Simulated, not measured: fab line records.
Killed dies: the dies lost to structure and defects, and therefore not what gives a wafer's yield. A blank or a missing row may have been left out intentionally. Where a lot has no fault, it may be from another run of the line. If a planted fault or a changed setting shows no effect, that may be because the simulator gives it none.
Which tool did it?	flow gf180mcu	Sampling: 14 lots, 42 wafers, 3 of 602 route steps

== WHAT THE GAUGES READ, wafer by wafer ==
GF_M4_RS_MEAS_05: the measuring method here is four-point-probe. Usual: M4_ALCU_RS gives 0.0693 ohm/sq (standard deviation 0.00086).
lot	measured	on	M4_ALCU_RS (ohm/sq)	flag
L337	day 22 10:53	film metro-03	0.0690 0.0683 0.0688	
L338	day 23 09:02	film metro-02	0.0698 0.0702 0.0694	
L339	day 23 15:34	film metro-03	0.0698 0.0698 0.0680	
L340	day 24 00:01	film metro-01	0.0682 0.0688 0.0693	
L341	day 24 11:10	film metro-01	0.0699 0.0688 0.0687	
L342	day 25 02:40	film metro-03	0.0695 0.0703 0.0690	
L343	day 25 07:38	film metro-01	0.0682 0.0677 0.0682	
L344	day 25 09:31	film metro-03	0.0698 0.0685 0.0685	
L347	day 26 10:35	film metro-01	0.0710 0.0698 0.0715	
L351	day 27 13:47	film metro-03	0.0710 0.0703 0.0695	
L352	day 27 17:46	film metro-02	0.0692 0.0701 0.0691	
L357	day 29 04:50	film metro-02	0.0702 0.0694 0.0679	
L359	day 29 18:04	film metro-02	0.0678 0.0686 0.0686	
L360	day 30 00:03	film metro-03	0.0677 0.0680 0.0685	

GF_V4_THK_MEAS_25: measures by xrf. Usual: V4_W_THK gives 358 nm (standard deviation 4.3).
lot	measured	on	V4_W_THK (nm)	flag
L337	day 24 11:05	film metro-03	355 354 359	
L338	day 25 08:41	film metro-03	359 355 354	
L339	day 25 13:52	film metro-03	352 354 356	
L340	day 25 22:29	film metro-03	356 348 347	
L341	day 26 09:24	film metro-03	355 357 357	
L342	day 26 23:28	film metro-03	357 359 359	
L343	day 27 04:48	film metro-01	356 357 353	
L344	day 27 06:14	film metro-01	362 360 364	
L347	day 28 06:07	film metro-01	357 347 351	
L351	day 29 08:07	film metro-01	358 356 358	
L352	day 29 11:10	film metro-01	364 364 356	
L357	day 30 20:38	film metro-01	356 358 365	
L359	day 31 09:28	film metro-01	356 360 354	
L360	day 31 16:17	film metro-01	364 361 362	

== WHICH TOOL RAN EACH LOT (tool, then ch and the chambers of the sampled wafers, then the start) ==
lot	GF_STI_WET_ETCH_26
L337	wet bench-04 ch 3, day 2 04:16
L338	wet bench-04 ch 2, day 2 10:44
L339	wet bench-03 ch 2, day 2 17:07
L340	wet bench-03 ch 2, day 2 20:50
L341	wet bench-01 ch 3, day 3 01:43
L342	wet bench-03 ch 1, day 3 07:20
L343	wet bench-04 ch 1, day 3 13:05
L344	wet bench-01 ch 3, day 3 16:53
L347	wet bench-03 ch 0, day 4 07:52
L351	wet bench-03 ch 0, day 5 05:51
L352	wet bench-03 ch 3, day 5 09:03
L357	wet bench-04 ch 0, day 6 10:37
L359	wet bench-01 ch 1, day 6 21:08
L360	wet bench-04 ch 1, day 7 04:02
- GF_STI_WET_ETCH_26: etches SiO2 in dHF, target depth 94 nm, time 188 s.

== WHAT THE TOOLS THEMSELVES READ (means of the sampled wafers that have a number; where no wafer has one, the mark that the record gives instead) ==
The record holds no such reading with a usual standard deviation.

== THE ANSWER, worked out from the rows above alone ==
Rule: a lot counts as off when the mean over its wafers that have a number is more than 3 standard deviations away from the usual mean. Also off: a lot with no number at a reading for which 4 or more lots have one. All remaining lots with rows at the step are treated as sound. After the gauges, taken in route order, come the tools' own readings; for these a lot's mean is taken, as printed above. The first step at which some lot is off is used, and at that step the reading that is off furthest; a lot without a number counts as furthest.
No lot is off on any of the readings shown, so nothing can be concluded from this.

== WHAT THE SIMULATOR PUT IN ==
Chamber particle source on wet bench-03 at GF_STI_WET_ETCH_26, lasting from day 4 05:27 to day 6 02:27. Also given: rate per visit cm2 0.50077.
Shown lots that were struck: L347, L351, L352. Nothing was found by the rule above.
